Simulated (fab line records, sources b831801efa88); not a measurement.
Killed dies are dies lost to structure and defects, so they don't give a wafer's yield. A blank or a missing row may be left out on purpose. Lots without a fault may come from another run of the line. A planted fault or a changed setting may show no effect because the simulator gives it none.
Chamber matching | flow sky130 | SKY_VIA1_CMP_02 on cmp-02: 4 sister chambers
The step polishes SiO2. 22 wafers are shown with their chamber, then 11 later ones without.

WAFERS WITH THEIR CHAMBER
wafer  | chamber | motor_current_A (A) | slurry_flow_ml_min | platen_rpm (rpm)
L074.2 | 2       | 11.1                | 150.3              | 59.99
L074.5 | 1       | 15.5                | 149.9              | 60.05
L074.6 | 2       | 10.5                | 150.1              | 59.95
L077.1 | 2       | 11.4                | 149.6              | 60.05
L077.3 | 1       | 15.2                | 149.4              | 59.94
L077.4 | 3       | 10.8                | 150.6              | 59.94
L078.1 | 1       | 14.9                | 149.6              | 59.96
L078.2 | 3       | 11.0                | 150.0              | 60.08
L078.5 | 1       | 15.0                | 150.2              | 60.01
L080.1 | 1       | 14.6                | 150.5              | 59.95
L080.2 | 3       | 11.0                | 150.2              | 59.98
L080.6 | 0       | 14.6                | 149.9              | 60.00
L081.1 | 0       | 14.6                | 151.0              | 60.03
L081.2 | 1       | 14.8                | 149.8              | 59.97
L081.5 | 0       | 15.1                | 150.1              | 60.02
L084.2 | 2       | 11.6                | 150.3              | 60.02
L084.3 | 3       | 10.3                | 150.7              | 60.01
L084.6 | 2       | 11.4                | 150.2              | 60.05
L090.1 | 3       | 10.7                | 150.3              | 59.95
L090.3 | 0       | 16.0                | 149.5              | 60.02
L090.5 | 0       | 14.9                | 150.7              | 59.94
L091.1 | 3       | 10.3                | 149.2              | 60.06

SIGNATURES (means of the wafers above)
reading            | chamber 0 | chamber 1 | chamber 2 | chamber 3 | scatter within a chamber
motor_current_A    | 15.040    | 15.000    | 11.200    | 10.683    | 0.414
slurry_flow_ml_min | 150.240   | 149.900   | 150.100   | 150.167   | 0.475
platen_rpm         | 60.0020   | 59.9800   | 60.0120   | 60.0033   | 0.0459
Rule: a wafer's distance from a chamber is the root of the sum, over the readings, of the square of ((its reading less the chamber's mean) divided by the reading's scatter). The wafer belongs to the nearest chamber; if the next one is less than 2 further off, it can't be placed. The scatter: the root of (the sum of the squares of (reading less its chamber's mean) over the shown wafers, divided by (wafers less chambers)).

WAFERS WITHOUT THEIR CHAMBER
wafer  | motor_current_A (A) | slurry_flow_ml_min | platen_rpm (rpm)
L091.2 | 15.8                | 150.2              | 59.96
L091.5 | 11.5                | 150.2              | 60.01
L094.3 | 11.2                | 149.7              | 60.04
L094.4 | 10.6                | 150.2              | 59.99
L094.6 | 11.9                | 149.6              | 60.04
L096.1 | 10.2                | 149.5              | 59.94
L096.3 | 14.8                | 149.9              | 59.98
L096.5 | 11.2                | 149.4              | 60.00
L097.2 | 11.2                | 150.2              | 59.98
L097.3 | 14.7                | 149.6              | 59.98
L097.6 | 11.0                | 150.3              | 59.91

WHICH CHAMBER EACH WENT THROUGH
wafer  | from the rows above     | in truth
L091.2 | can't be placed: 0 or 1 | 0
L091.5 | can't be placed: 2 or 3 | 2
L094.3 | can't be placed: 2 or 3 | 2
L094.4 | can't be placed: 3 or 2 | 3
L094.6 | can't be placed: 2 or 3 | 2
L096.1 | can't be placed: 3 or 2 | 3
L096.3 | can't be placed: 1 or 0 | 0
L096.5 | can't be placed: 2 or 3 | 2
L097.2 | can't be placed: 2 or 3 | 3
L097.3 | can't be placed: 1 or 0 | 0
L097.6 | can't be placed: 3 or 2 | 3
Placed correctly: 0 of 11. Can't be placed from these rows: 11 (the true chamber is among the candidates in 11). Placed wrongly: 0.
